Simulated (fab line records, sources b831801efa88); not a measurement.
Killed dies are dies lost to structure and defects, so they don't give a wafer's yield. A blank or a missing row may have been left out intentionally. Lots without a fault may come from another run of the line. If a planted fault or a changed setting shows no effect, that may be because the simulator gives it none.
Chamber matching :: flow sky130 :: 4 sister chambers for SKY_LI_CONTACT_CMP_24 on cmp-01
The step polishes, stops on PSG, t overpolish 20 s, target thk 0 nm. 8 wafers are shown with their chamber, then 8 later ones without.

== WAFERS, EACH WITH ITS CHAMBER ==
wafer: L203.2
chamber: 1
motor-current-A (A): 9.0
time-to-endpoint-s (s): 95

wafer: L203.6
chamber: 1
motor-current-A (A): 9.1
time-to-endpoint-s (s): 96

wafer: L204.2
chamber: 2
motor-current-A (A): 12.0
time-to-endpoint-s (s): 91

wafer: L204.5
chamber: 3
motor-current-A (A): 10.9
time-to-endpoint-s (s): 95

wafer: L205.1
chamber: 2
motor-current-A (A): 10.9
time-to-endpoint-s (s): 97

wafer: L205.4
chamber: 3
motor-current-A (A): 10.5
time-to-endpoint-s (s): 96

wafer: L205.6
chamber: 0
motor-current-A (A): 11.0
time-to-endpoint-s (s): 91

wafer: L208.1
chamber: 0
motor-current-A (A): 10.9
time-to-endpoint-s (s): 88

== WAFERS WHOSE CHAMBER IS MISSING ==
wafer: L208.4
motor-current-A (A): 9.5
time-to-endpoint-s (s): 93

wafer: L208.6
motor-current-A (A): 11.5
time-to-endpoint-s (s): 89

wafer: L207.2
motor-current-A (A): 10.4
time-to-endpoint-s (s): 101

wafer: L207.3
motor-current-A (A): 11.5
time-to-endpoint-s (s): 93

wafer: L207.6
motor-current-A (A): 9.2
time-to-endpoint-s (s): 99

wafer: L220.2
motor-current-A (A): 9.5
time-to-endpoint-s (s): 101

wafer: L220.3
motor-current-A (A): 11.1
time-to-endpoint-s (s): 92

wafer: L220.6
motor-current-A (A): 10.8
time-to-endpoint-s (s): 97

== CHAMBER TAKEN BY EACH ==
wafer: L208.4
from the rows above: can't be placed: 1 or 3
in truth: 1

wafer: L208.6
from the rows above: can't be placed: 0 or 2 or 3
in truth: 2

wafer: L207.2
from the rows above: can't be placed: 3 or 2 or 1
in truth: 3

wafer: L207.3
from the rows above: can't be placed: 2 or 0 or 3
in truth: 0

wafer: L207.6
from the rows above: 1
in truth: 1

wafer: L220.2
from the rows above: can't be placed: 1 or 3
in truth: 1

wafer: L220.3
from the rows above: can't be placed: 0 or 2 or 3
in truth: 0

wafer: L220.6
from the rows above: can't be placed: 3 or 2
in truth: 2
Placed correctly: 1 of 8. From these rows, 7 cannot be placed; in 7 the true chamber is one of the candidates. 0 placed wrongly.
How it was worked out, from the rows above alone: a wafer's distance from a chamber is the root of the sum, over the readings, of the square of ((its reading less the chamber's mean) divided by the reading's scatter). The wafer belongs to the nearest chamber; if the next one is less than 2 further off, it can't be placed. For every chamber, the mean is computed from those of its wafers that are shown. How the scatter is found: for the shown wafers, subtract from each reading the mean of its chamber, square and add these, divide the total by (wafers less chambers), then take the root.
